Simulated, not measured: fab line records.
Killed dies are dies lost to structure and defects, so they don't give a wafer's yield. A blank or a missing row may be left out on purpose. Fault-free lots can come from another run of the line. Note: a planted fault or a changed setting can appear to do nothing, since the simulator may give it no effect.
A struck lot beside a sound one / flow gf180mcu / 17 steps out of a route of 602
Sound: these wafers, L349.1, L349.3, L349.5. Struck: wafer L353.4. (L353.3 of the same lot was not struck and is left out.) The cause comes at the end.
For every step that has rows: the tool of each side, followed by ch and its chambers, followed by its first start. Under that, the readings that differ: sound wafers / struck wafers / difference of the means / sigmas: that difference in standard deviations of wafers without a fault.
alike: words and numbers the same on both sides, and readings whose means are apart by under 2 such deviations; not compared: readings that were withheld, readings missing a value for some wafer, numbers with overlapping values and no deviation given by the record, and bounds like >300 which may hide the same value.
The two part at a step that has a row with sigmas, a row that says differs or no value, or rows on one side only. Numbers that have no deviation but don't overlap get no sigmas and don't part them. A reading that every wafer of one side lacks parts them only if that side has two wafers or more.

first, 3 steps without rows for these wafers: GF_V2_EXPOSE_11 (exposes mask Via2, target cd 260 nm); GF_V2_PEB_12 (peb time 90 s); GF_V2_DEVELOP_13 (develop time 60 s).
GF_V2_CD_MEAS_14 targets a cd of 260 nm.
  sound on cd-sem-02 at day 25 04:07; struck on cd-sem-01 at day 26 18:38
  alike: cd-nm
GF_V2_OVL_MEAS_15:
  sound on overlay-02 at day 25 04:14; struck on overlay-01 at day 26 18:43
  alike: V2_OVL
GF_V2_ETCH_16: etches BARC in N2/H2.
  sound on rie-diel-03 ch 0,1,3, day 25 04:17; struck on rie-diel-01 ch 3, day 26 18:45
  alike: drypump-motor-current-A, oes-product-au, rf-fwd-power-W, throttle-valve-pct
GF_V2_ETCH_17: etches SiO2 in C4F8/O2/Ar, stops on TiN, target depth 630 nm.
  sound: rie-diel-03 ch 0,1,3; struck: rie-diel-01 ch 3
  alike: oes-product-au, rf-fwd-power-W
GF_V2_STRIP_18: strips in O2/N2.
  sound on plasma-asher-04 ch 0, day 25 04:24; struck on plasma-asher-04 ch 1, day 26 18:55
  alike: drypump-motor-current-A, heater-power-w, oes-product-au
  not compared: rf-hours-counter-h
then, 2 steps without rows for these wafers: GF_V2_STRIP_19 (strips in post etch residue remover, time 1200 s); GF_V2_CLEAN_20 (cleans in DIW).
GF_V2_SPUTTER_21: material Ti, target thk 15 nm, time 80.02 s.
  sound on pvd-sputter-01 at day 25 04:56; struck on pvd-sputter-04 at day 26 19:26
  alike: throttle-valve-pct
GF_V2_SPUTTER_22: material TiN, target thk 10 nm, time 40 s.
  sound on pvd-sputter-01 at day 25 05:00; struck on pvd-sputter-04 at day 26 19:30
  alike: throttle-valve-pct
GF_V2_CVD_23: deposits W, target thk 350 nm, time 104.94 s.
  sound on cvd-w-02 ch 0,1, day 25 05:02; struck on cvd-w-01 ch 0, day 26 19:35
reading=model.W_of_V2_CVD_23.thk-nm (nm); sound=358.8 349.7 359.1; struck=301.6; difference=-54.3; sigmas=
  alike: heater-power-w
GF_V2_RS_MEAS_24: the measuring method here is four-point-probe.
  sound on film-metro-01 at day 25 05:09; struck on film-metro-03 at day 26 19:41
reading=V2_W_RS (ohm/sq); sound=0.319 0.327 0.319; struck=0.380; difference=+0.058; sigmas=+11
GF_V2_THK_MEAS_25: measures by xrf.
  sound on film-metro-01 at day 25 05:16; struck on film-metro-03 at day 26 19:47
reading=V2_W_THK (nm); sound=370 360 368; struck=309; difference=-57; sigmas=-7
GF_V2_CMP_26: polishes, stops on SiO2, t overpolish 15 s, target thk 0 nm.
  sound on cmp-02 ch 1,2, day 25 05:23; struck on cmp-01 ch 0, day 26 19:50
reading=time-to-endpoint-s (s); sound=86 86 89; struck=76; difference=-11; sigmas=-3
  alike: head-pressure-psi, motor-current-A
then, 1 step without rows for these wafers: GF_M3_SPUTTER_00 (material Ti, target thk 37.5 nm, time 150 s).

WHERE THEY PART
At GF_V2_RS_MEAS_24 first; at GF_V2_CMP_26 last (within this record only).

WHY: what had been put in by the simulator
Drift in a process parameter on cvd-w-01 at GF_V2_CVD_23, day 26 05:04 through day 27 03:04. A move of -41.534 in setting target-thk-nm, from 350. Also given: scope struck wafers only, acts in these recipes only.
